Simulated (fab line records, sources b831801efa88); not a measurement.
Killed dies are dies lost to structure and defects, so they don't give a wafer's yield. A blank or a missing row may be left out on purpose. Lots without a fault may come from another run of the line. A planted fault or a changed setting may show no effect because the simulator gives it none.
Problem report in the 8D (eight disciplines) form, filled by code | flow gf180mcu | the parts of the form that need people (team, actions taken, sign-off) are left out

1. THE PROBLEM
PASSIVATION_CVD_02_THK at GF_PASSIVATION_THK_MEAS_03 reads a mean of 300 nm on 1 wafer of 1 lot; wafers without a fault read 698 nm with a standard deviation of 11. That is -36 standard deviations from the usual mean.
First seen on wafer L562.3, day 32 18:00, on film_metro-03. The record holds 36 wafers of 13 lots with a number at this step. Rule for "out", or "out of limits": more than 4 standard deviations from the usual mean. The other wafers with a number count as sound.

2. WHAT IT IS AND WHAT IT IS NOT
question                    | is                     | is not
which readings at this step | PASSIVATION_CVD_02_THK | -
which lots                  | L562                   | L547, L548, L549, L551, L552, L555, L556, L557, L566, L567, L568, L569
which wafers of those lots  | L562.3                 | L562.2
read on which gauges        | film_metro-03          | film_metro-01, film_metro-04
when                        | from day 32 18:00      | up to then (24 sound wafers); but 11 sound wafers of L566, L567, L568, L569 came after

3. SUSPECTS, AND WHAT RULES EACH OUT
Counting: a tool at a process step up to the reading stays a suspect if it ran every lot that is out. Sound lots after the first of them don't rule it out here, since some wafers of a struck lot are sound.
- the gauge at GF_PASSIVATION_THK_MEAS_03: kept. All the wafers that are out were read on film_metro-03, and no step on other tools shows them out.
- pvd_sputter-04 at GF_V3_SPUTTER_22 (material TiN, target thk 10 nm, time 40 s): kept. It ran the lot that is out, L562 (day 27 20:13); its last sound lot up to then is L557 (day 26 17:30).
- pecvd-03 at GF_PASSIVATION_CVD_02 (deposits Si3N4, target thk 700 nm, time 486.18 s): kept. It ran the lot that is out, L562 (day 32 17:42); its last sound lot up to then is L555 (day 30 15:58).
- Within pecvd-03 at GF_PASSIVATION_CVD_02: the wafers that are out ran in chamber 0; their sound lot-mates ran in chamber 1.
Left after counting: pvd_sputter-04 at GF_V3_SPUTTER_22, pecvd-03 at GF_PASSIVATION_CVD_02, film_metro-03 at GF_PASSIVATION_THK_MEAS_03.

4. THE CAUSE (what the simulator had put in)
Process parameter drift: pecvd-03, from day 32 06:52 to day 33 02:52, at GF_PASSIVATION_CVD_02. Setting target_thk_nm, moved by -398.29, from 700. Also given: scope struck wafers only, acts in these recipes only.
Counting left 3 suspects, and this tool is among them.

5. THE CHAIN OF EFFECTS, in route order
Each row: a reading whose mean over the struck wafers that have a number lies more than 3 standard deviations from the usual. Only readings for which the record gives a usual standard deviation are gone through. hours: the time from each lot's start at the first step in this table that gives one to its start at this step, as a median over the lots. sigmas: the change in usual standard deviations.
hours | step                       | reading                | usual  | on struck wafers | change | sigmas
0     | GF_PASSIVATION_THK_MEAS_03 | PASSIVATION_CVD_02_THK | 698 nm | 300              | -398   | -36

6. WHAT WOULD HAVE CAUGHT IT SOONER
In this record the first reading out of limits at a measuring or inspecting step was taken at day 32 18:00, 11 hours after the fault began at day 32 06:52.
Of the tool readings at GF_PASSIVATION_CVD_02 for which the record gives a usual standard deviation, none was out on any struck wafer, so an alarm limit of 4 standard deviations on them would not have fired.
All the lots that are out (1) had begun GF_PASSIVATION_CVD_02 on pecvd-03 by day 32 18:00. A hold on the tool at that time would have spared none of them.
